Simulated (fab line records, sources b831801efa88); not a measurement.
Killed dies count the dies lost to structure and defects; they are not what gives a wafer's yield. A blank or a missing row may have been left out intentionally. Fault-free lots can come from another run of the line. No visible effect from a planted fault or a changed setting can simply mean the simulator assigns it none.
A lot that was struck, set against a sound lot | flow gf180mcu | 16 steps out of a route of 602
Sound: these wafers, L430.3, L430.5, L430.6. Struck: wafers L444.3, L444.4 (left out: L444.1, a lot-mate that was not struck); the cause follows at the end.
Order at every step that has rows: each side's tool, ch and its chambers, its first start. Under that, the readings that differ: sound wafers | struck wafers | difference of the means | sigmas: that difference in standard deviations of wafers without a fault.
alike: words and numbers the same on both sides, and readings whose means are apart by under 2 such deviations; not compared: readings that were withheld, readings missing a value for some wafer, numbers with overlapping values and no deviation given by the record, and bounds like >300 which may hide the same value.
The two part at a step that has a row with sigmas, a row that says differs or no value, or rows on one side only. Non-overlapping numbers with no deviation appear without sigmas and do not part them. A reading that every wafer of one side lacks parts them only if that side has two wafers or more.

first, 3 steps without rows for these wafers: GF_V2_EXPOSE_11 (exposes mask Via2, target cd 260 nm); GF_V2_PEB_12 (peb time 90 s); GF_V2_DEVELOP_13 (develop time 60 s).
GF_V2_CD_MEAS_14: the cd target is 260 nm.
  sound: cdSem-02 at day 21 16:49; struck: cdSem-01 at day 26 03:16
  alike: cdNm
GF_V2_OVL_MEAS_15:
  sound: overlay-01 at day 21 16:55; struck: overlay-01 at day 26 03:23
  alike: V2_OVL
GF_V2_ETCH_16: etches BARC in N2/H2.
  sound on rieDiel-03 ch 1,2, day 21 16:56; struck on rieDiel-03 ch 1,2, day 26 03:26
  alike: drypumpMotorCurrentA, h2FlowSccm, oesProductAu, throttleValvePct
GF_V2_ETCH_17: etches SiO2 in C4F8/O2/Ar, stops on TiN, target depth 630 nm.
  sound: rieDiel-03 ch 1,2; struck: rieDiel-03 ch 1,2
  alike: oesProductAu
GF_V2_STRIP_18: strips in O2/N2.
  sound on plasmaAsher-02 ch 0,1, day 21 17:05; struck on plasmaAsher-03 ch 0,1, day 26 03:34
  alike: drypumpMotorCurrentA, heaterPowerW, oesProductAu
  not compared: rfHoursCounterH
then, 2 steps without rows for these wafers: GF_V2_STRIP_19 (strips in post etch residue remover, time 1200 s); GF_V2_CLEAN_20 (cleans in DIW).
GF_V2_SPUTTER_21: material Ti, target thk 15 nm, time 80.02 s.
  sound: pvdSputter-03 at day 21 17:56; struck: pvdSputter-03 at day 26 04:05
  alike: throttleValvePct
GF_V2_SPUTTER_22: material TiN, target thk 10 nm, time 40 s.
  sound: pvdSputter-03 at day 21 18:00; struck: pvdSputter-03 at day 26 04:09
  alike: throttleValvePct
GF_V2_CVD_23: deposits W, target thk 350 nm, time 104.94 s.
  sound on cvdW-01 ch 0,1, day 21 18:04; struck on cvdW-01 ch 0,1, day 26 04:11
reading                         | sound             | struck      | difference | sigmas
model.W_of_V2_CVD_23.thkNm (nm) | 344.7 344.3 344.3 | 398.9 385.9 | +48.0      | 
  alike: heaterPowerW
GF_V2_RS_MEAS_24: the measuring method here is four-point-probe.
  sound: filmMetro-04 at day 21 18:11; struck: filmMetro-03 at day 26 04:40
reading          | sound             | struck      | difference | sigmas
V2_W_RS (ohm/sq) | 0.333 0.332 0.333 | 0.286 0.297 | -0.041     | -6
  not compared: hold
GF_V2_THK_MEAS_25: measures by xrf.
  sound: filmMetro-04 at day 21 18:17; struck: filmMetro-03 at day 26 12:51
reading       | sound       | struck  | difference | sigmas
V2_W_THK (nm) | 353 351 353 | 418 402 | +58        | +6
  not compared: hold
-- the record jumps here: 7 days lie between the struck wafers' starts before and after (it left off in module V2 and takes up again in module PASSIVATION, whose first step shown is number 602 of the route) --
GF_PASSIVATION_PROBE_99:
  only the struck wafers here have rows in the record (prober-02, day 33 15:50); the sound ones have none

WHERE THEY PART
Earliest at GF_V2_RS_MEAS_24; latest, in this record, at GF_PASSIVATION_PROBE_99.

WHY: what the simulator had put in
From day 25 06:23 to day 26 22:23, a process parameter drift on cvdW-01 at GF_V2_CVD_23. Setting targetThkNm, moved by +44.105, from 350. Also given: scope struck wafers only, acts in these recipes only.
